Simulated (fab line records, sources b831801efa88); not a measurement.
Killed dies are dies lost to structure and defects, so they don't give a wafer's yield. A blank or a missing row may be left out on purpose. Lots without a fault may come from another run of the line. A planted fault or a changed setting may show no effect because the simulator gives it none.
Which tool did it? | flow sky130 | 10 lots, 29 wafers sampled, at 5 steps of a route of 708

WHAT THE GAUGES READ, wafer by wafer
SKY_METAL2_RS_MEAS_05: measures by four-point-probe.
lot  | measured     | on            | METAL2_ALCU_RS (ohm/sq)
L171 | day 34 07:21 | film_metro-03 | 0.1279 0.1274 0.1278
L175 | day 35 12:47 | film_metro-01 | 0.1262 0.1275 0.1279
L176 | day 35 16:11 | film_metro-03 | 0.1270 0.1261 0.1275
L177 | day 36 13:14 | film_metro-01 | 0.1264 0.1275 0.1276
L178 | day 36 13:32 | film_metro-02 | 0.1278 0.1277 0.1257
L184 | day 38 09:29 | film_metro-03 | 0.1275 0.1265 0.1262
L185 | day 38 15:02 | film_metro-01 | 0.2259 0.1268
L188 | day 39 13:44 | film_metro-03 | 0.1262 0.2235 0.1265
L191 | day 40 03:22 | film_metro-03 | 0.1289 0.1292 0.1289
L193 | day 40 16:57 | film_metro-01 | 0.1287 0.1271 0.1276

WHICH TOOL RAN EACH LOT (tool, then ch and the chambers of the sampled wafers, then the start)
lot  | SKY_LOCAL_INTERCONNECT_SPUTTER_00 | SKY_CONTACT_CVD_00              | SKY_VIA1_SPUTTER_20          | SKY_METAL2_SPUTTER_02
L171 | pvd_sputter-04, day 29 10:54      | pecvd-01 ch 1,2, day 30 16:00   | pvd_sputter-02, day 34 06:34 | pvd_sputter-01, day 34 07:14
L175 | pvd_sputter-04, day 30 17:43      | pecvd-03 ch 0,1, day 31 22:16   | pvd_sputter-03, day 35 12:01 | pvd_sputter-04, day 35 12:42
L176 | pvd_sputter-02, day 30 23:41      | pecvd-02 ch 1,2, day 32 04:11   | pvd_sputter-01, day 35 15:22 | pvd_sputter-04, day 35 16:03
L177 | pvd_sputter-02, day 31 19:17      | pecvd-02 ch 0,1,2, day 32 22:53 | pvd_sputter-03, day 36 11:04 | pvd_sputter-01, day 36 13:09
L178 | pvd_sputter-02, day 31 21:24      | pecvd-01 ch 0,2, day 33 01:00   | pvd_sputter-02, day 36 11:46 | pvd_sputter-04, day 36 13:27
L184 | pvd_sputter-01, day 33 18:54      | pecvd-02 ch 0,1,2, day 34 21:38 | pvd_sputter-03, day 38 08:39 | pvd_sputter-04, day 38 09:20
L185 | pvd_sputter-04, day 33 23:19      | pecvd-03 ch 0,1, day 35 02:47   | pvd_sputter-01, day 38 14:16 | pvd_sputter-04, day 38 14:56
L188 | pvd_sputter-02, day 35 01:56      | pecvd-01 ch 0,1,2, day 36 05:18 | pvd_sputter-03, day 39 12:57 | pvd_sputter-04, day 39 13:38
L191 | pvd_sputter-04, day 35 14:16      | pecvd-03 ch 0,1,2, day 36 17:32 | pvd_sputter-02, day 40 02:34 | pvd_sputter-01, day 40 03:16
L193 | pvd_sputter-04, day 36 06:07      | pecvd-02 ch 0,1, day 37 09:23   | pvd_sputter-03, day 40 16:10 | pvd_sputter-01, day 40 16:51
- SKY_LOCAL_INTERCONNECT_SPUTTER_00: material TiN, target thk 100 nm, time 83.3 s.
- SKY_CONTACT_CVD_00: deposits Si3N4, target thk 75 nm.
- SKY_VIA1_SPUTTER_20: material TiN, target thk 20 nm, time 80 s.
- SKY_METAL2_SPUTTER_02: material AlCu, target thk 250 nm, time 13.3 s.

THE ANSWER, worked out from the rows above alone
Rule: what is usual is taken from the lots themselves. Put in order of their means at a reading, lots are off if they are a third of the lots or fewer, leave a main group of 4 or more, and stand apart from it by a gap of 3 or more times the standard deviation of the main group's means; of several such gaps the widest counts. A main group whose means are all the same, to the digits that the tables above print for the reading, isn't used. A lot without any number at a reading at which 4 lots or more have one is off too. The other lots that the step has rows for count as sound.
Off: L185, L188, at SKY_METAL2_RS_MEAS_05 (METAL2_ALCU_RS). The main group: mean 0.1274 ohm/sq, standard deviation 0.00068.
A tool fits if, at a process step before that reading, it ran every lot that is off, and no sound lot after the first of them. The gauges at SKY_METAL2_RS_MEAS_05 are tried like those tools. One fits: pvd_sputter-04 at SKY_METAL2_SPUTTER_02. Its last sound lot is L184 (day 38 09:20), its first lot that is off L185 (day 38 14:56): a fault that began between those two fits.

WHAT THE SIMULATOR HAD PUT IN
Process parameter drift: pvd_sputter-04, from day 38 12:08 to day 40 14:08, at SKY_METAL2_SPUTTER_02. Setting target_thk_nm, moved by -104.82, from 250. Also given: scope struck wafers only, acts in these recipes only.
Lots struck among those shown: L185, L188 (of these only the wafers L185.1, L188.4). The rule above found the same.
